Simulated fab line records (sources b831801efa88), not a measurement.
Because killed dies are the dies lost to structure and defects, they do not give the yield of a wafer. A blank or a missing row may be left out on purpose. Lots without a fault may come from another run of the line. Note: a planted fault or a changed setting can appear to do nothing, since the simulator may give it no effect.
Which tool is to blame? -- flow gf180mcu -- 33 wafers from 11 lots sampled at 3 of the route's 602 steps

WHAT EACH GAUGE READ, for each wafer
GF_PSD_TW_MEAS_11.
lot,measured,on,PSD_TW
L110,day 15 00:29,film_metro-04,3189 3192 3196
L111,day 15 11:17,film_metro-03,2625 2658 2643
L112,day 15 13:26,film_metro-04,3171 3184 3172
L113,day 16 03:52,film_metro-01,2572 2580 2569
L117,day 18 11:35,film_metro-04,3164 3189 3187
L122,day 19 21:56,film_metro-04,3171 3169 3169
L124,day 20 11:11,film_metro-04,3186 3174 3182
L125,day 20 18:05,film_metro-03,3183 3193 3186
L126,day 21 08:05,film_metro-03,3168 3149 3173
L129,day 21 22:06,film_metro-04,3187 3170 3175
L130,day 22 04:12,film_metro-03,3178 3189 3164

TOOL THAT RAN EACH LOT (tool first, then ch and the chambers of the sampled wafers, then the start)
lot,GF_PSD_IMPLANT_09,GF_PSD_STRIP_10
L110,"implanter-04 ch 0, day 15 00:14","plasma_asher-01 ch 0,1, day 15 00:23"
L111,"implanter-04 ch 0, day 15 11:02","plasma_asher-03 ch 0,1, day 15 11:11"
L112,"implanter-01 ch 0, day 15 13:13","plasma_asher-01 ch 0,1, day 15 13:21"
L113,"implanter-04 ch 0, day 16 03:37","plasma_asher-01 ch 0, day 16 03:46"
L117,"implanter-01 ch 0, day 18 11:20","plasma_asher-01 ch 0,1, day 18 11:29"
L122,"implanter-02 ch 0, day 19 21:41","plasma_asher-01 ch 0,1, day 19 21:50"
L124,"implanter-04 ch 0, day 20 10:57","plasma_asher-01 ch 0,1, day 20 11:05"
L125,"implanter-04 ch 0, day 20 17:50","plasma_asher-01 ch 1, day 20 17:59"
L126,"implanter-01 ch 0, day 21 07:50","plasma_asher-01 ch 0,1, day 21 07:59"
L129,"implanter-01 ch 0, day 21 21:52","plasma_asher-01 ch 0,1, day 21 21:59"
L130,"implanter-02 ch 0, day 22 03:59","plasma_asher-04 ch 0,1, day 22 04:07"
- GF_PSD_IMPLANT_09
- GF_PSD_STRIP_10: strips in O2/N2.

THE ANSWER, worked out from the rows above alone
Rule: the lots themselves supply what counts as usual. The widest of any qualifying gaps counts: lots, ordered by their means at a reading, are off when they make up no more than a third of the lots, leave a main group of 4 or more, and stand apart from it by 3 or more times the standard deviation of that group's means. The tables above print the reading to a certain number of digits; a main group whose means all agree to those digits is not used. Also off: a lot with no number at a reading for which 4 or more lots have one. All remaining lots with rows at the step are treated as sound.
Off: L111, L113, seen at GF_PSD_TW_MEAS_11 (PSD_TW). The main group has a mean of 3178 with a standard deviation of 8.1.
If a tool, at a process step before that reading, ran all the lots that are off and no sound lot after the first of them, it fits. Gauges at GF_PSD_TW_MEAS_11: tried the same way as those tools. None of those tried fits.

WHAT HAD BEEN PUT IN BY THE SIMULATOR
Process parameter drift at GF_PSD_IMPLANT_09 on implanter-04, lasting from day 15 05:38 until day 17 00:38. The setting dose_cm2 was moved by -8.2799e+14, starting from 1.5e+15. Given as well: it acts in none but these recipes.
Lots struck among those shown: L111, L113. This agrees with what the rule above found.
